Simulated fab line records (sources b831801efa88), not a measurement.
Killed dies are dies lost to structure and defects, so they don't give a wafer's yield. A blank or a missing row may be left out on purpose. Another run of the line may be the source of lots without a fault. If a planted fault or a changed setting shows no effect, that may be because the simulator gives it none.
Comparing a struck lot with a sound one ; flow sky130 ; 14 out of 708 route steps
Sound: wafers L416.2, L416.3, L416.4. Struck: wafers L420.1, L420.2, L420.6. Last of all comes the cause.
Order at every step that has rows: each side's tool, ch and its chambers, its first start. Under that, the readings that differ: sound wafers ; struck wafers ; difference of the means ; sigmas: that difference in standard deviations of wafers without a fault.
alike: words and numbers the same on both sides, and readings whose means are apart by under 2 such deviations; not compared: readings that were withheld, readings missing a value for some wafer, numbers with overlapping values and no deviation given by the record, and bounds like >300 which may hide the same value.
The two part at a step that has a row with sigmas, a row that says differs or no value, or rows on one side only. When numbers do not overlap yet have no deviation, they are printed without sigmas and do not part them. A reading that every wafer of one side lacks parts them only if that side has two wafers or more.

first, 1 step without rows for these wafers: SKY_FIELD_ISO_DEVELOP_12 (develop time 60 s).
SKY_FIELD_ISO_CD_MEAS_13 targets a cd of 150 nm.
  sound: cd_sem-02 at day 3 04:01; struck: cd_sem-01 at day 3 22:25
  alike: cd_nm
SKY_FIELD_ISO_ETCH_14: etches BARC in N2/H2, stops on SiO2, time 45.9 s, target depth 60 nm.
  sound on rie_diel-01 ch 0,2,3, day 3 04:07; struck on rie_diel-01 ch 0,1,3, day 3 22:32
  alike: drypump_motor_current_A, oes_product_au, throttle_valve_pct
  not compared: rf_hours_counter_h
SKY_FIELD_ISO_ETCH_15: etches the open film in CHF3/O2, stops on Si, target depth 180 nm, time 72 s.
  sound on rie_diel-01 ch 0,2,3, day 3 04:09; struck on rie_diel-01 ch 0,1,3, day 3 22:35
  alike: O2_flow_sccm, chf3_flow_sccm, drypump_motor_current_A, oes_product_au, throttle_valve_pct
  not compared: rf_hours_counter_h
SKY_FIELD_ISO_STRIP_16: strips in O2/N2.
  sound on plasma_asher-04 ch 0,1, day 3 04:12; struck on plasma_asher-02 ch 0,1, day 3 22:38
  alike: drypump_motor_current_A, oes_product_au, strip_time_to_endpoint_s
  not compared: rf_hours_counter_h
SKY_FIELD_ISO_ETCH_17: etches Si in HBr/Cl2/O2, target depth 342 nm, time 97.7 s.
  sound on rie_si-01 ch 0,2,3, day 3 04:18; struck on rie_si-01 ch 0,1, day 3 22:44
  alike: O2_flow_sccm, drypump_motor_current_A, oes_product_au, throttle_valve_pct
  not compared: rf_hours_counter_h
then, 5 steps without rows for these wafers: SKY_FIELD_ISO_WET_ETCH_18 (etches Si3N4 in H3PO4, target depth 25 nm, time 276.3 s); SKY_FIELD_ISO_CLEAN_19 (cleans in SC1/SC2, time 150 s); SKY_FIELD_ISO_CLEAN_20 (cleans in dHF, time 20 s); SKY_FIELD_ISO_WET_ETCH_21 (etches SiO2 in dHF, target depth 20 nm, time 400 s); SKY_FIELD_ISO_OXIDATION_22 (stabilise 600 s, purge 300 s, target thk 10 nm).
SKY_FIELD_ISO_THK_MEAS_23:
  sound: film_metro-02 at day 3 06:04; struck: film_metro-02 at day 4 01:06
  alike: FIELD_ISO_OXIDATION_01_THK
SKY_FIELD_ISO_CVD_24: deposits SiO2, target thk 595 nm, time 99.2 s.
  sound on hdpcvd-02 ch 0,2, day 3 06:07; struck on hdpcvd-01 ch 0,1,2, day 4 01:10
  no value came back on the struck wafers for pressure_mtorr (mTorr), run_length_s (s); on the sound wafers pressure_mtorr (mTorr) reads 6.004 5.998 6.007
SKY_PAD_OPEN_PROBE_99:
  sound wafers here have rows in the record (prober-01, day 46 19:21); struck ones have none

WHERE THEY PART
First at SKY_FIELD_ISO_CVD_24; last, within this record, at SKY_PAD_OPEN_PROBE_99.

WHY: what the simulator had put in
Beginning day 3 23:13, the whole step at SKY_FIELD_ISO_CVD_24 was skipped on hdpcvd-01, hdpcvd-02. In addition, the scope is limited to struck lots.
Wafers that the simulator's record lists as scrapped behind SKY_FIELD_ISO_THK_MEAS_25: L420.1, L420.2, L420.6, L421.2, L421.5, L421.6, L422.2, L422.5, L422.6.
